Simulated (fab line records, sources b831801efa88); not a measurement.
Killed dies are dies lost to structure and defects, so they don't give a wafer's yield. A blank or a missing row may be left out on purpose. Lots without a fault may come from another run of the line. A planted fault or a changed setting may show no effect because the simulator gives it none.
Chamber matching | flow sky130 | SKY_VIA3_CMP_24 on cmp-02: 4 sister chambers
The step polishes, stops on SiO2, t overpolish 20 s, target thk 0 nm. 33 wafers are shown with their chamber, then 12 later ones without.

WAFERS WITH THEIR CHAMBER
wafer  | chamber | motor_current_A (A) | time_to_endpoint_s (s) | overpolish_run_s (s)
L075.1 | 3       | 9.9                 | 93                     | 19.985
L075.2 | 2       | 12.3                | 93                     | 20.003
L075.4 | 0       | 11.3                | 98                     | 20.003
L076.1 | 2       | 12.9                | 90                     | 19.982
L076.3 | 1       | 12.2                | 93                     | 19.983
L076.6 | 1       | 12.8                | 94                     | 20.004
L077.1 | 0       | 12.1                | 95                     | 20.005
L077.5 | 2       | 12.7                | 90                     | 20.010
L077.6 | 1       | 12.3                | 91                     | 20.003
L080.1 | 1       | 12.5                | 96                     | 20.011
L080.3 | 2       | 12.7                | 91                     | 19.996
L080.4 | 3       | 9.5                 | 92                     | 20.008
L080.2 | 0       | 11.8                | 102                    | 20.019
L080.5 | 1       | 12.1                | 96                     | 20.008
L080.6 | 2       | 12.7                | 88                     | 19.998
L081.2 | 2       | 13.1                | 86                     | 20.006
L081.4 | 1       | 12.6                | 91                     | 20.005
L081.6 | 1       | 12.4                | 87                     | 20.004
L082.1 | 2       | 12.7                | 88                     | 20.009
L082.2 | 1       | 12.9                | 88                     | 19.998
L082.5 | 3       | 9.9                 | 95                     | 20.013
L082.3 | 0       | 12.0                | 95                     | 20.001
L082.4 | 3       | 10.2                | 91                     | 20.009
L082.6 | 2       | 12.8                | 87                     | 19.997
L084.1 | 3       | 9.9                 | 94                     | 20.008
L084.3 | 0       | 11.3                | 100                    | 20.002
L084.6 | 3       | 9.7                 | 90                     | 20.002
L086.1 | 3       | 10.0                | 93                     | 19.987
L086.2 | 1       | 11.8                | 98                     | 19.993
L086.4 | 2       | 12.9                | 88                     | 20.012
L088.1 | 0       | 11.5                | 95                     | 20.003
L088.2 | 2       | 12.7                | 87                     | 19.994
L088.6 | 0       | 12.0                | 96                     | 19.994

SIGNATURES (means of the wafers above)
reading            | chamber 0 | chamber 1 | chamber 2 | chamber 3 | scatter within a chamber
motor_current_A    | 11.714    | 12.400    | 12.750    | 9.871     | 0.285
time_to_endpoint_s | 97.29     | 92.67     | 88.80     | 92.57     | 2.75
overpolish_run_s   | 20.00386  | 20.00100  | 20.00070  | 20.00171  | 0.00916
Rule: a wafer's distance from a chamber is the root of the sum, over the readings, of the square of ((its reading less the chamber's mean) divided by the reading's scatter). The wafer belongs to the nearest chamber; if the next one is less than 2 further off, it can't be placed. The scatter: the root of (the sum of the squares of (reading less its chamber's mean) over the shown wafers, divided by (wafers less chambers)).

WAFERS WITHOUT THEIR CHAMBER
wafer  | motor_current_A (A) | time_to_endpoint_s (s) | overpolish_run_s (s)
L088.3 | 10.2                | 90                     | 20.008
L088.4 | 12.2                | 93                     | 20.009
L088.5 | 13.4                | 92                     | 19.987
L089.1 | 10.0                | 89                     | 20.005
L089.3 | 12.5                | 89                     | 20.015
L089.5 | 12.6                | 85                     | 20.001
L089.2 | 12.3                | 93                     | 19.991
L089.4 | 12.9                | 87                     | 20.002
L089.6 | 12.1                | 92                     | 19.997
L093.2 | 11.8                | 100                    | 19.994
L093.5 | 11.8                | 98                     | 20.001
L093.6 | 9.9                 | 89                     | 19.997

WHICH CHAMBER EACH WENT THROUGH
wafer  | from the rows above          | in truth
L088.3 | 3                            | 3
L088.4 | can't be placed: 1 or 0 or 2 | 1
L088.5 | can't be placed: 2 or 1      | 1
L089.1 | 3                            | 3
L089.3 | can't be placed: 2 or 1      | 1
L089.5 | can't be placed: 2 or 1      | 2
L089.2 | can't be placed: 1 or 2 or 0 | 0
L089.4 | can't be placed: 2 or 1      | 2
L089.6 | can't be placed: 1 or 0 or 2 | 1
L093.2 | can't be placed: 0 or 1      | 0
L093.5 | 0                            | 0
L093.6 | 3                            | 3
Placed correctly: 4 of 12. Can't be placed from these rows: 8 (the true chamber is among the candidates in 8). Placed wrongly: 0.
